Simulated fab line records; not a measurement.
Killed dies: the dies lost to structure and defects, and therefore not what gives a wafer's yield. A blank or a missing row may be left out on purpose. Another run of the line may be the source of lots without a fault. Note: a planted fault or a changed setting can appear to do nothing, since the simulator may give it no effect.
Code-filled problem report in 8D (eight disciplines) form	flow sky130	the parts of the form that need people (team, actions taken, sign-off) are left out

== 1. WHAT WENT WRONG ==
Wafers with no fault read 0.855 a.u. with a standard deviation of 0.0057, whereas oes_product_au at SKY_METAL1_METAL_ETCH_19 reads a mean of 0.787 a.u. on 1 wafer of 1 lot. Measured from the usual mean, that is -12 standard deviations.
The step: etches the open film in Cl2/BCl3, stops on SiO2, target depth 360 nm, time 78 s.
Earliest sighting: wafer L741.2 on rie_metal-02 at day 35 16:54. Wafers with a number at this step in the record: 33, from 11 lots. The rule behind "out" and "out of limits": a value lying over 4 standard deviations away from the usual mean. The rest of the wafers with a number are treated as sound.

== 2. WHAT IT IS; WHAT IT IS NOT ==
question	is	is not
which readings at this step	oes_product_au	drypump_motor_current_A, throttle_valve_pct
which lots	L741	L733, L735, L736, L740, L743, L751, L752, L753, L754, L755
which wafers of those lots	L741.2	L741.1, L741.6
read on which tools	rie_metal-02	rie_metal-01, rie_metal-03
when	from day 35 16:54	up to then (14 sound wafers); but 18 sound wafers of L743, L751, L752, L753, L754, L755 came after

== 3. SUSPECTS, AND WHAT RULES EACH OUT ==
Counting: a tool at a process step up to the reading stays a suspect if it ran every lot that is out. Sound lots after the first of them don't rule it out here, since some wafers of a struck lot are sound.
- pvd_sputter-01 at SKY_METAL1_SPUTTER_00 (material Ti, target thk 15 nm, time 10 s): kept. It processed L741, the lot that is out, at day 34 15:43, and its most recent sound lot before then was L735 at day 32 13:23.
- rie_metal-02 at SKY_METAL1_METAL_ETCH_19 (etches the open film in Cl2/BCl3, stops on SiO2, target depth 360 nm, time 78 s): kept. It processed L741, the lot that is out, at day 35 16:54, and its most recent sound lot before then was L740 at day 35 04:06. Its own readings are out on those wafers: oes_product_au.
Remaining after the count are pvd_sputter-01 at SKY_METAL1_SPUTTER_00 and rie_metal-02 at SKY_METAL1_METAL_ETCH_19.

== 4. THE CAUSE (what the simulator had put in) ==
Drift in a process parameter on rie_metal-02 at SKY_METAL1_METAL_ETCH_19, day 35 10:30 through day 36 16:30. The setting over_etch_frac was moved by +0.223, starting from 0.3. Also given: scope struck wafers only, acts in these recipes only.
This tool is one of the 2 suspects left after counting.

== 5. THE CHAIN OF EFFECTS, in route order ==
Rows list readings where the struck wafers' mean (over those with a number) sits beyond 3 standard deviations from the usual. Scope: only readings with a usual standard deviation given in the record; hours: median across lots of the time from each lot's start at the first step in this table that gives one to its start at this step; sigmas: change in usual standard deviations.
hours	step	reading	usual	on struck wafers	change	sigmas
0	SKY_METAL1_METAL_ETCH_19	oes_product_au	0.855 a.u.	0.787	-0.068	-12
0	SKY_METAL1_STRIP_20	oes_product_au	0.342 a.u.	0.317	-0.025	-5.6
0	SKY_METAL1_STRIP_20	strip_time_to_endpoint_s	2.68 s	2.20	-0.48	-11
Process steps it contains:
- SKY_METAL1_METAL_ETCH_19: etches the open film in Cl2/BCl3, stops on SiO2, target depth 360 nm, time 78 s.
- SKY_METAL1_STRIP_20: strips in O2/N2.
Later measuring or inspecting steps at which every struck wafer that the step has a row for has a number for every such reading, and none has moved that far: SKY_VIA1_BOW_MEAS_03.

== 6. HOW IT WOULD HAVE BEEN CAUGHT EARLIER ==
The fault began at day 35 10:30; the first out-of-limits reading in this record came at day 35 16:54, 6 hours later.
